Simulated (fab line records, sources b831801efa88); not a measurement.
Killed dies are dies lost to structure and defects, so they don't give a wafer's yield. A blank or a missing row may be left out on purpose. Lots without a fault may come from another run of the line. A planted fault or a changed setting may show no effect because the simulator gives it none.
Which tool did it? | flow gf180mcu | 13 lots, 39 wafers sampled, at 5 steps of a route of 602

WHAT THE GAUGES READ, wafer by wafer
GF_M4_OVL_MEAS_15.
lot  | measured     | on         | M4_OVL (nm)
L765 | day 24 02:43 | overlay-02 | 5 6 2
L767 | day 24 18:43 | overlay-01 | 6 -5 -3
L769 | day 25 09:59 | overlay-01 | 4 6 11
L768 | day 25 11:20 | overlay-01 | 4 -1 -7
L770 | day 26 02:31 | overlay-01 | -5 -6 -7
L774 | day 27 03:50 | overlay-02 | -3 -13 -10
L776 | day 27 23:37 | overlay-02 | -7 -5 -6
L781 | day 29 02:22 | overlay-02 | -3 -8 -5
L780 | day 29 02:58 | overlay-01 | 5 2 9
L782 | day 29 11:43 | overlay-01 | 0 2 2
L783 | day 29 20:13 | overlay-02 | -10 -6 -4
L784 | day 30 06:37 | overlay-02 | -3 -7 -6
L785 | day 30 09:16 | overlay-02 | 7 3 -2

GF_V4_RS_MEAS_24: measures by four-point-probe.
lot  | measured     | on            | V4_W_RS (ohm/sq)
L765 | day 25 03:26 | film_metro-01 | 0.330 0.328 0.333
L767 | day 25 17:50 | film_metro-03 | 0.328 0.330 0.325
L769 | day 26 08:40 | film_metro-03 | 0.329 0.333 0.332
L768 | day 26 10:59 | film_metro-01 | 0.329 0.327 0.329
L770 | day 27 01:43 | film_metro-02 | 0.335 0.334 0.331
L774 | day 28 02:04 | film_metro-01 | 0.326 0.326 0.330
L776 | day 28 21:06 | film_metro-01 | 0.328 0.322 0.332
L781 | day 29 23:01 | film_metro-01 | 0.325 0.329 0.327
L780 | day 30 00:11 | film_metro-01 | 0.308 0.309 0.310
L782 | day 30 08:29 | film_metro-03 | 0.311 0.309 0.316
L783 | day 30 16:27 | film_metro-03 | 0.336 0.334 0.335
L784 | day 31 02:58 | film_metro-01 | 0.329 0.329 0.330
L785 | day 31 05:47 | film_metro-01 | 0.326 0.327 0.333

GF_V4_THK_MEAS_25: measures by xrf.
lot  | measured     | on            | V4_W_THK (nm)
L765 | day 25 03:33 | film_metro-01 | 345 347 343
L767 | day 25 17:56 | film_metro-03 | 360 356 362
L769 | day 26 08:46 | film_metro-03 | 357 352 357
L768 | day 26 11:06 | film_metro-01 | 347 348 348
L770 | day 27 01:50 | film_metro-02 | 343 346 349
L774 | day 28 02:10 | film_metro-01 | 358 355 352
L776 | day 28 21:13 | film_metro-01 | 353 361 349
L781 | day 29 23:08 | film_metro-01 | 352 347 350
L780 | day 30 00:18 | film_metro-01 | 375 373 375
L782 | day 30 08:34 | film_metro-03 | 381 382 375
L783 | day 30 16:34 | film_metro-03 | 351 355 352
L784 | day 31 03:05 | film_metro-01 | 348 348 346
L785 | day 31 05:54 | film_metro-01 | 349 350 343

WHICH TOOL RAN EACH LOT (tool, then ch and the chambers of the sampled wafers, then the start)
lot  | GF_V4_CMP_04                  | GF_V4_CVD_23
L765 | cmp-02 ch 1,2,3, day 24 03:40 | cvd_w-02 ch 0,1, day 25 03:19
L767 | cmp-01 ch 0,1, day 24 19:42   | cvd_w-02 ch 0,1, day 25 17:44
L769 | cmp-02 ch 2,3, day 25 11:02   | cvd_w-02 ch 0,1, day 26 08:33
L768 | cmp-01 ch 0,1,3, day 25 12:23 | cvd_w-01 ch 1, day 26 10:52
L770 | cmp-02 ch 1,3, day 26 03:37   | cvd_w-01 ch 0,1, day 27 01:37
L774 | cmp-01 ch 0,1,2, day 27 04:55 | cvd_w-01 ch 0, day 28 01:54
L776 | cmp-02 ch 0,1,3, day 28 00:41 | cvd_w-02 ch 0,1, day 28 20:58
L781 | cmp-01 ch 1,2,3, day 29 03:25 | cvd_w-01 ch 0,1, day 29 22:54
L780 | cmp-01 ch 1,2,3, day 29 04:05 | cvd_w-02 ch 1, day 29 23:58
L782 | cmp-02 ch 2,3, day 29 12:42   | cvd_w-02 ch 0,1, day 30 08:21
L783 | cmp-02 ch 0,1,2, day 29 21:16 | cvd_w-01 ch 0,1, day 30 16:19
L784 | cmp-01 ch 1,2, day 30 07:42   | cvd_w-01 ch 0,1, day 31 02:50
L785 | cmp-02 ch 2,3, day 30 10:14   | cvd_w-01 ch 0, day 31 05:39
- GF_V4_CMP_04: polishes SiO2.
- GF_V4_CVD_23: deposits W, target thk 350 nm, time 104.9 s.

WHAT THE TOOLS THEMSELVES READ (means of the sampled wafers that have a number; where no wafer has one, the mark that the record gives instead)
GF_V4_CMP_04.
lot  | tool   | motor_current_A (A) | time_to_endpoint_s (s)
L765 | cmp-02 | 12.6                | 79
L767 | cmp-01 | 12.9                | 82
L769 | cmp-02 | 12.6                | 81
L768 | cmp-01 | 11.7                | 76
L770 | cmp-02 | 12.4                | 83
L774 | cmp-01 | 12.4                | 85
L776 | cmp-02 | 13.4                | 92
L781 | cmp-01 | 11.5                | 81
L780 | cmp-01 | 11.7                | 79
L782 | cmp-02 | 13.0                | 90
L783 | cmp-02 | 13.0                | 88
L784 | cmp-01 | 12.1                | 82
L785 | cmp-02 | 13.0                | 84

GF_V4_CVD_23.
lot  | tool     | chamber_pressure_Torr (Torr) | heater_power_w (W)
L765 | cvd_w-02 | 40.00                        | 943
L767 | cvd_w-02 | 40.06                        | 948
L769 | cvd_w-02 | 39.87                        | 949
L768 | cvd_w-01 | 39.95                        | 855
L770 | cvd_w-01 | 39.99                        | 822
L774 | cvd_w-01 | 39.97                        | 807
L776 | cvd_w-02 | 40.00                        | 990
L781 | cvd_w-01 | 40.07                        | 824
L780 | cvd_w-02 | 45.65                        | 1029
L782 | cvd_w-02 | 45.54                        | 945
L783 | cvd_w-01 | 40.05                        | 829
L784 | cvd_w-01 | 40.00                        | 854
L785 | cvd_w-01 | 40.14                        | 822

THE ANSWER, worked out from the rows above alone
Rule: what is usual is taken from the lots themselves. Put in order of their means at a reading, lots are off if they are a third of the lots or fewer, leave a main group of 4 or more, and stand apart from it by a gap of 3 or more times the standard deviation of the main group's means; of several such gaps the widest counts. A main group whose means are all the same, to the digits that the tables above print for the reading, isn't used. A lot without any number at a reading at which 4 lots or more have one is off too. The other lots that the step has rows for count as sound. The gauges are gone through in route order, then the tools' own readings, and for those a lot's mean is taken as printed above. The first step at which some lot is off is used, and at that step the reading that is off furthest; a lot without a number counts as furthest.
Off: L780, L782, at GF_V4_RS_MEAS_24 (V4_W_RS). The main group: mean 0.330 ohm/sq, standard deviation 0.0025.
A tool fits if, at a process step before that reading, it ran every lot that is off, and no sound lot after the first of them. The gauges at GF_V4_RS_MEAS_24 aren't tried: what is off there is off at GF_V4_CVD_23 too, on other tools, and a gauge's error can't cause that. One fits: cvd_w-02 at GF_V4_CVD_23. Its last sound lot is L776 (day 28 20:58), its first lot that is off L780 (day 29 23:58): a fault that began between those two fits.
The tool's own readings at GF_V4_CVD_23 bear it out: on the lots that are off they differ by more than 5 times the standard deviation of the sound lots' means. chamber_pressure_Torr reads 45.59 Torr there against 40.01 Torr on the sound lots.

WHAT THE SIMULATOR HAD PUT IN
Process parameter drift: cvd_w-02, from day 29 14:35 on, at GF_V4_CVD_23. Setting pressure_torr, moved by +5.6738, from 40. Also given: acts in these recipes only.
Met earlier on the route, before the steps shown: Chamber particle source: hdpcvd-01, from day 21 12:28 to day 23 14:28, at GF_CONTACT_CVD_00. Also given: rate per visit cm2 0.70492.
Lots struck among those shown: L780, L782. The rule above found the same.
